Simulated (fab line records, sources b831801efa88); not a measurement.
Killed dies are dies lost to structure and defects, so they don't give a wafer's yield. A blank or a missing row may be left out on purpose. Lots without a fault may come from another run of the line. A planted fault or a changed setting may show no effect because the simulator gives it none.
Which tool did it? | flow gf180mcu | 14 lots, 42 wafers sampled, at 2 steps of a route of 602

WHAT THE GAUGES READ, wafer by wafer
GF_V3_CD_MEAS_14: target cd 260 nm.
lot  | measured     | on        | cd_nm (nm)
L996 | day 23 10:43 | cd_sem-01 | 261.2 260.5 260.5
L997 | day 24 03:44 | cd_sem-02 | 260.0 260.4 259.8
L998 | day 24 10:56 | cd_sem-02 | 259.1 259.3 259.5
L100 | day 25 01:23 | cd_sem-02 | 259.5 259.4 258.5
L101 | day 25 08:22 | cd_sem-02 | 260.6 259.7 260.5
L102 | day 25 23:20 | cd_sem-01 | 260.7 261.4 262.6
L103 | day 26 07:53 | cd_sem-01 | 258.2 259.7 258.5
L104 | day 26 14:38 | cd_sem-02 | 259.9 260.4 260.1
L106 | day 27 01:05 | cd_sem-01 | 260.9 259.7 261.3
L107 | day 27 01:46 | cd_sem-02 | 260.6 261.0 260.7
L108 | day 27 14:08 | cd_sem-02 | 259.2 259.3 259.3
L110 | day 28 04:04 | cd_sem-02 | 259.1 260.5 259.2
L111 | day 28 08:59 | cd_sem-01 | 260.1 260.7 260.9
L112 | day 28 13:07 | cd_sem-01 | 259.3 259.2 259.9

GF_V3_RS_MEAS_24: measures by four-point-probe.
lot  | measured     | on            | V3_W_RS (ohm/sq)
L996 | day 23 11:45 | film_metro-01 | 0.323 0.329 0.323
L997 | day 24 04:52 | film_metro-04 | 0.332 0.336 0.330
L998 | day 24 12:19 | film_metro-01 | 0.324 0.333 0.332
L100 | day 25 02:25 | film_metro-01 | 0.326 0.327 0.319
L101 | day 25 09:24 | film_metro-01 | 0.325 0.324 0.326
L102 | day 26 00:23 | film_metro-04 | 0.326 0.327 0.330
L103 | day 26 08:55 | film_metro-03 | 0.331 0.330 0.336
L104 | day 26 15:41 | film_metro-01 | 0.323 0.333 0.327
L106 | day 27 02:07 | film_metro-04 | 0.321 0.330 0.326
L107 | day 27 02:50 | film_metro-01 | 0.322 0.331 0.328
L108 | day 27 15:10 | film_metro-03 | 0.333 0.329 0.326
L110 | day 28 05:05 | film_metro-04 | 0.320 0.321 0.316
L111 | day 28 10:01 | film_metro-03 | 0.329 0.324 0.319
L112 | day 28 14:08 | film_metro-03 | 0.322 0.323 0.328

WHICH TOOL RAN EACH LOT (tool, then ch and the chambers of the sampled wafers, then the start)
The record holds no process step before these readings.

WHAT THE TOOLS THEMSELVES READ (means of the sampled wafers that have a number; where no wafer has one, the mark that the record gives instead)
The record holds no such reading with a usual standard deviation.

THE ANSWER, worked out from the rows above alone
Rule: what is usual is taken from the lots themselves. Put in order of their means at a reading, lots are off if they are a third of the lots or fewer, leave a main group of 4 or more, and stand apart from it by a gap of 3 or more times the standard deviation of the main group's means; of several such gaps the widest counts. A main group whose means are all the same, to the digits that the tables above print for the reading, isn't used. A lot without any number at a reading at which 4 lots or more have one is off too. The other lots that the step has rows for count as sound. The gauges are gone through in route order, then the tools' own readings, and for those a lot's mean is taken as printed above. The first step at which some lot is off is used, and at that step the reading that is off furthest; a lot without a number counts as furthest.
No lot is off at any reading shown: from this, nothing can be told.

WHAT THE SIMULATOR HAD PUT IN
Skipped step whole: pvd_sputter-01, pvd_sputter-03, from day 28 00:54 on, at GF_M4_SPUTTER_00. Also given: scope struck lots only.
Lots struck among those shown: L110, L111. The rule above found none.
